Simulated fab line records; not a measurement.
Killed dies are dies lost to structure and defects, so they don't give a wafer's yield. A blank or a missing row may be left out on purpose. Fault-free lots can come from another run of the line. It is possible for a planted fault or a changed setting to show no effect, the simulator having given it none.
The tool behind it: which one?	flow sky130	13 lots, 39 wafers sampled, at 4 steps of a route of 708

== WHAT THE GAUGES SHOWED, per wafer ==
SKY_VT_ADJUST_NCORE_OVL_MEAS_08. Usual: for VT_ADJUST_NCORE_OVL the level is 0.9 nm and the standard deviation is 1.4.
lot	measured	on	VT_ADJUST_NCORE_OVL (nm)	flag
L455	day 8 19:25	overlay-01	2.7 3.2 1.7	
L456	day 8 23:16	overlay-02	2.3 3.0 -1.1	
L458	day 9 11:05	overlay-01	1.7 3.1 1.7	
L461	day 10 11:35	overlay-02	1.1 2.7 2.4	
L462	day 10 13:40	overlay-02	1.2 1.4 0.3	
L466	day 11 16:35	overlay-01	0.1 1.8 2.5	
L467	day 12 03:14	overlay-02	2.6 1.1 -0.7	
L468	day 12 08:18	overlay-01	1.4 0.1 0.9	
L469	day 12 18:22	overlay-01	-0.8 0.1 -0.6	
L475	day 14 12:11	overlay-02	1.5 3.7 0.8	
L476	day 14 23:53	overlay-01	2.9 1.6 2.6	
L477	day 15 12:12	overlay-02	0.7 0.0 -2.7	
L478	day 15 22:18	overlay-02	1.2 1.3 1.1	

SKY_SD_N_OVL_MEAS_08. Usual: for SD_N_OVL the level is 0.1 nm and the standard deviation is 1.2.
lot	measured	on	SD_N_OVL (nm)	flag
L455	day 28 17:11	overlay-01	1.2 1.4 3.0	
L456	day 28 15:01	overlay-02	-0.9 -1.8 -1.9	
L458	day 29 07:17	overlay-01	2.0 -0.7 -0.9	
L461	day 30 07:17	overlay-01	0.0 -0.1 1.2	
L462	day 30 10:28	overlay-01	-0.8 -0.6 -0.2	
L466	day 31 19:35	overlay-02	1.0 1.4 0.8	
L475	day 34 10:23	overlay-02	0.0 0.5 2.6	
L476	day 35 02:33	overlay-02	0.9 0.9 1.0	
L477	day 35 09:23	overlay-02	-1.0 -0.5 -0.2	
L478	day 35 21:21	overlay-01	-1.1 0.6 -0.4	

SKY_SD_N_RS_MEAS_17: a four-point-probe measurement. Usual: for SD_P_RS the level is 147.1 ohm/sq and the standard deviation is 0.3.
lot	measured	on	SD_P_RS (ohm/sq)	flag
L455	day 28 18:05	film-metro-02	146.5 147.3 146.9	
L456	day 28 15:54	film-metro-03	147.0 147.0 147.0	
L458	day 29 08:08	film-metro-02	147.0 146.9 146.7	
L461	day 30 08:08	film-metro-01	147.2 147.0 147.2	
L462	day 30 11:20	film-metro-02	147.0 147.2 147.4	
L466	day 31 20:26	film-metro-01	147.6 147.3 147.6	
L475	day 34 11:14	film-metro-01	147.2 147.0 146.9	
L476	day 35 03:24	film-metro-03	146.9 146.9 147.0	
L477	day 35 10:14	film-metro-01	147.0 147.1 147.5	
L478	day 35 22:13	film-metro-02	146.7 146.9 147.0	

== WHICH TOOL RAN EACH LOT (tool, then ch and the chambers of the sampled wafers, then the start) ==
lot	SKY_SONOS_ONO_ETCH_15
L455	rie-diel-01 ch 1,2,3, day 12 21:59
L456	rie-diel-03 ch 0,1,2, day 13 02:02
L458	rie-diel-03 ch 1,3, day 13 17:26
L461	rie-diel-03 ch 0,2, day 14 20:32
L462	rie-diel-02 ch 2,3, day 14 22:44
L466	rie-diel-03 ch 1,2,3, day 16 05:14
L467	rie-diel-03 ch 0,2,3, day 16 16:56
L468	rie-diel-03 ch 0,2,3, day 16 22:08
L469	rie-diel-02 ch 0,1,2, day 17 11:59
L475	rie-diel-02 ch 0,1,3, day 19 11:14
L476	rie-diel-01 ch 1,2, day 20 04:14
L477	rie-diel-03 ch 0,2,3, day 20 16:04
L478	rie-diel-03 ch 0,1,2, day 21 02:38
- SKY_SONOS_ONO_ETCH_15: etches the open film in CHF3/O2, target depth 19.52 nm, time 7.8 s.

== AS READ BY THE TOOLS THEMSELVES (means over the sampled wafers that have a number; for cases with no such wafer, the mark the record gives instead) ==
SKY_SONOS_ONO_ETCH_15. Usual: O2_flow_sccm 4.999 sccm, standard deviation 0.014; bias-w 200.1 W, standard deviation 0.6; drypump-motor-current-A 5.8 A, standard deviation 0.53; oes-product-au 1.000 a.u., standard deviation 0.0076; throttle-valve-pct 8.824 %, standard deviation 0.0079.
lot	tool	O2_flow_sccm (sccm)	bias-w (W)	drypump-motor-current-A (A)	oes-product-au (a.u.)	throttle-valve-pct (%)	flag
L455	rie-diel-01	5.002	200.1	5.1	1.003	8.827	
L456	rie-diel-03	4.992	199.9	5.6	0.990	8.827	
L458	rie-diel-03	5.007	200.3	5.9	1.005	8.817	
L461	rie-diel-03	5.004	200.7	5.9	0.996	8.820	
L462	rie-diel-02	4.993	200.1	5.9	1.003	8.827	
L466	rie-diel-03	5.008	200.1	5.8	0.998	8.823	
L467	rie-diel-03	-	-	-	-	-	OFF
L468	rie-diel-03	-	-	-	-	-	OFF
L469	rie-diel-02	-	-	-	-	-	OFF
L475	rie-diel-02	4.999	199.6	6.3	1.006	8.830	
L476	rie-diel-01	5.002	200.1	5.2	1.000	8.824	
L477	rie-diel-03	4.990	200.1	6.1	0.995	8.824	
L478	rie-diel-03	4.998	199.3	5.6	0.987	8.827	

== THE ANSWER, worked out from the rows above alone ==
Rule: a lot counts as off when the mean over its wafers that have a number is more than 3 standard deviations away from the usual mean. A lot without any number at a reading at which 4 lots or more have one is off too. Where the step has rows for the other lots, those lots are counted as sound. First the gauges in route order, then the tools' own readings, where a lot's mean is used as printed above. The first step at which some lot is off is used, and at that step the reading that is off furthest; a lot without a number counts as furthest.
Off: L467, L468, L469, at SKY_SONOS_ONO_ETCH_15 (O2_flow_sccm). Without a number there: L467, L468, L469.
A tool fits if, at that step or a process step before it, it ran every lot that is off, and no sound lot after the first of them. Of those tried, none fits.

== WHAT THE SIMULATOR HAD INSERTED ==
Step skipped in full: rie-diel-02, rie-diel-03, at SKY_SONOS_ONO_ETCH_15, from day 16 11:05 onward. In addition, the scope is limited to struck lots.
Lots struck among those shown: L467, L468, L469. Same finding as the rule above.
